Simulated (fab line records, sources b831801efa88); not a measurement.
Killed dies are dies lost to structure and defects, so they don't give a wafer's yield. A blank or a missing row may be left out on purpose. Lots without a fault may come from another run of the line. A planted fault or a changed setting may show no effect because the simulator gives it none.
A struck lot beside a sound one | flow sfq_line | 13 steps out of a route of 325
Sound: wafers L517.1, L517.3, L517.4. Struck: wafers L508.3, L508.4, L508.5. The cause comes at the end.
At each step with rows: each side's tool, then ch and its chambers, then its first start. Under that, the readings that differ: sound wafers | struck wafers | difference of the means | sigmas: that difference in standard deviations of wafers without a fault.
alike: readings whose means differ by less than 2 such deviations, and words and numbers that are the same on both sides. not compared: withheld readings, readings that some wafer has no value for, bounds like >300 that may hide the same value, and numbers for which the record gives no deviation and whose values overlap.
The two part at a step that has a row with sigmas, a row that says differs or no value, or rows on one side only. Numbers that don't overlap but have no deviation are shown without sigmas and don't part them. A reading that every wafer of one side lacks parts them only if that side has two wafers or more.

SFQ_TRILAYER_C5_BARC_OPEN_VIA_ETCH_210: etches BARC in O2, target depth 125 nm, time 41.7 s.
  sound on rie_diel-04 ch 1,2, day 72 15:27; struck on rie_diel-01 ch 1,2, day 71 16:51
  alike: drypump_motor_current_A, oes_product_au, rf_fwd_power_W
  not compared: rf_hours_counter_h
SFQ_TRILAYER_C5_ETCH_VIA_ETCH_154: etches SiO2 in CHF3, stops on Nb, target depth 84 nm.
  sound on rie_diel-04 ch 1,2, day 72 15:29; struck on rie_diel-01 ch 1,2, day 71 16:53
  alike: drypump_motor_current_A, oes_product_au, rf_fwd_power_W
SFQ_TRILAYER_C5_STRIP_STRIP_155: strips in O2.
  sound on rie_metal-03 ch 0,1, day 72 15:32; struck on rie_metal-04 ch 0,1, day 71 17:08
  alike: drypump_motor_current_A, oes_product_au
  not compared: rf_hours_counter_h
then, 2 steps without rows for these wafers: SFQ_TRILAYER_C5_STRIP_SOLV_CLEAN_156 (cleans in NMP, time 600 s); SFQ_TRILAYER_M6_DEP_PRE_CLEAN_158 (time 22.5 s).
SFQ_TRILAYER_M6_DEP_SPUTTER_157: material Nb, target thk 200 nm, time 133.3 s.
  sound on pvd_sputter-03, day 72 16:23; struck on pvd_sputter-03, day 71 17:45
  alike: throttle_valve_pct
SFQ_M6_RS_MEAS_938: measures by four-point-probe.
  sound on film_metro-01, day 72 16:28; struck on film_metro-01, day 71 17:53
  alike: M6_NB_RS
then, 4 steps without rows for these wafers: SFQ_TRILAYER_M6_LITHO_COAT_164 (resist thk 62 nm); SFQ_TRILAYER_M6_LITHO_COAT_159 (resist thk 600 nm); SFQ_TRILAYER_M6_LITHO_SOFTBAKE_163; SFQ_TRILAYER_M6_LITHO_EXPOSE_160 (exposes mask M6, target cd 500 nm).
-- the record jumps here: 5 days lie between the struck wafers' starts before and after --
SFQ_TRILAYER_M6_LITHO_PEB_162: peb time 60 s.
  sound on litho_track-02 ch 0, day 77 18:22; struck on litho_track-02, day 76 19:37
  no value came back on the struck wafers for chill_plate_temp_C (C), exhaust_pa (Pa), heater_power_total_W (W), resist_line_temp_C (C); on the sound wafers chill_plate_temp_C (C) reads 23.19 23.34 23.20
then, 1 step without rows for these wafers: SFQ_TRILAYER_M6_LITHO_DEVELOP_161 (time 60 s).

WHERE THEY PART
Only at SFQ_TRILAYER_M6_LITHO_PEB_162, within this record.

WHY: what the simulator had put in
Skipped step whole: litho_track-02, from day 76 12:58 on, at SFQ_TRILAYER_M6_LITHO_PEB_162. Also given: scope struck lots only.
